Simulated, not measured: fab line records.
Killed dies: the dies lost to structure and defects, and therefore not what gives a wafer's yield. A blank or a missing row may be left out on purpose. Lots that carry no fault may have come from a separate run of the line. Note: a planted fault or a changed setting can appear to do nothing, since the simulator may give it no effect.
Lot-split experiment | flow sky130 | 5 lots, 23 wafers read, on a route of 708 steps

## ABOUT THE SPLIT
At SKY_METAL1_SPUTTER_03 (material Ti, target thk 5 nm, time 3.3 s), the setting power_w was moved away from the recipe's 3000 W on 12 of the 23 wafers read, by -5.4% to +9.2%. This setting was run at the recipe's value on the other wafers.

The reading is taken at the split's own step.

## THE READING
Ti_of_METAL1_SPUTTER_03.thk_nm (the simulator's own value, which no gauge read), in nm, at SKY_METAL1_SPUTTER_03 (material Ti, target thk 5 nm, time 3.3 s). No usual value for it is given in the file. Here, 11 wafers ran the recipe; their average is 5.006 nm with a standard deviation of 0.11 nm.

wafer  | tool, chamber at the split | power_w as run, W | against the recipe | Ti_of_METAL1_SPUTTER_03.thk_nm, nm | against lot-mates on the recipe
L077.1 | pvd_sputter-04, -          | 2860              | -4.7%              | 4.875                              | -0.222
L077.5 | pvd_sputter-04, -          | 2860              | -4.7%              | 4.875                              | -0.222
L077.2 | pvd_sputter-04, -          | 2860              | -4.7%              | 4.771                              | -0.326
L077.3 | pvd_sputter-04, -          | 3000              | recipe             | 5.011                              | -
L077.4 | pvd_sputter-04, -          | 3000              | recipe             | 5.182                              | -
L074.1 | pvd_sputter-03, -          | 2837              | -5.4%              | 4.696                              | -0.338
L074.2 | pvd_sputter-03, -          | 3000              | recipe             | 4.929                              | -
L074.3 | pvd_sputter-03, -          | 3000              | recipe             | 5.14                               | -
L074.5 | pvd_sputter-03, -          | 2837              | -5.4%              | 4.793                              | -0.241
L074.6 | pvd_sputter-03, -          | 2837              | -5.4%              | 4.784                              | -0.250
L079.2 | pvd_sputter-02, -          | 3000              | recipe             | 4.86                               | -
L079.3 | pvd_sputter-02, -          | 2837              | -5.4%              | 4.614                              | -0.239
L079.4 | pvd_sputter-02, -          | 3000              | recipe             | 4.846                              | -
L079.5 | pvd_sputter-02, -          | 2837              | -5.4%              | 4.529                              | -0.324
L079.6 | pvd_sputter-02, -          | 2837              | -5.4%              | 4.616                              | -0.237
L080.1 | pvd_sputter-04, -          | 3276              | +9.2%              | 5.313                              | +0.280
L080.2 | pvd_sputter-04, -          | 3276              | +9.2%              | 5.405                              | +0.373
L080.3 | pvd_sputter-04, -          | 3000              | recipe             | 4.938                              | -
L080.4 | pvd_sputter-04, -          | 3000              | recipe             | 5.127                              | -
L080.5 | pvd_sputter-04, -          | 3276              | +9.2%              | 5.468                              | +0.436
L082.4 | pvd_sputter-04, -          | 3000              | recipe             | 5.01                               | -
L082.5 | pvd_sputter-04, -          | 3000              | recipe             | 5.033                              | -
L082.6 | pvd_sputter-04, -          | 3000              | recipe             | 4.995                              | -

FIT RESULTS
A straight line over all 23 wafers: Ti_of_METAL1_SPUTTER_03.thk_nm changes by +0.0475 nm for each +1% of power_w; r = +0.91; the points scatter about the line by 0.11 nm.
The same after taking each lot's own level away (the mean of its wafers on the recipe; 23 wafers): +0.0445 nm for each +1%; r = +0.95; scatter 0.067 nm.
Per that fit: largest power_w move, reading shift of 0.41 nm.
Across the lots, their own levels run from 4.8530 to 5.0965 nm, a range of 2.3 times the standard deviation given above.
The two slopes are in agreement: the lot-to-lot level therefore moves the slope only a little.
Check: for one of the wafers moved furthest among these (+9.2%), held out of the fit, the line's prediction against its lot-mates is +0.426 nm. Against them it came out at +0.28 nm.

## THESE WAFERS: OTHER SPLITS
These wafers also went through other splits before the reading. Each is held against what the fit with the lots' levels taken away leaves over:
other split on the same wafers                   | wafers away from the commonest value | r with Ti_of_METAL1_SPUTTER_03.thk_nm (lot level and that fit taken away)
SKY_LI_CONTACT_ETCH_15 bias_w                    | 9                                    | +0.34
SKY_LOCAL_INTERCONNECT_COAT_06 spin_rpm          | 7                                    | -0.09
SKY_LOCAL_INTERCONNECT_DEVELOP_10 develop_time_s | 10                                   | -0.06
SKY_CONTACT_SPUTTER_23 chamber_pressure_pa       | 10                                   | -0.08

## FILE'S OWN FIT
Ti_of_METAL1_SPUTTER_03.thk_nm changes by +0.0453 nm for each +1% of power_w, r = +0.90.
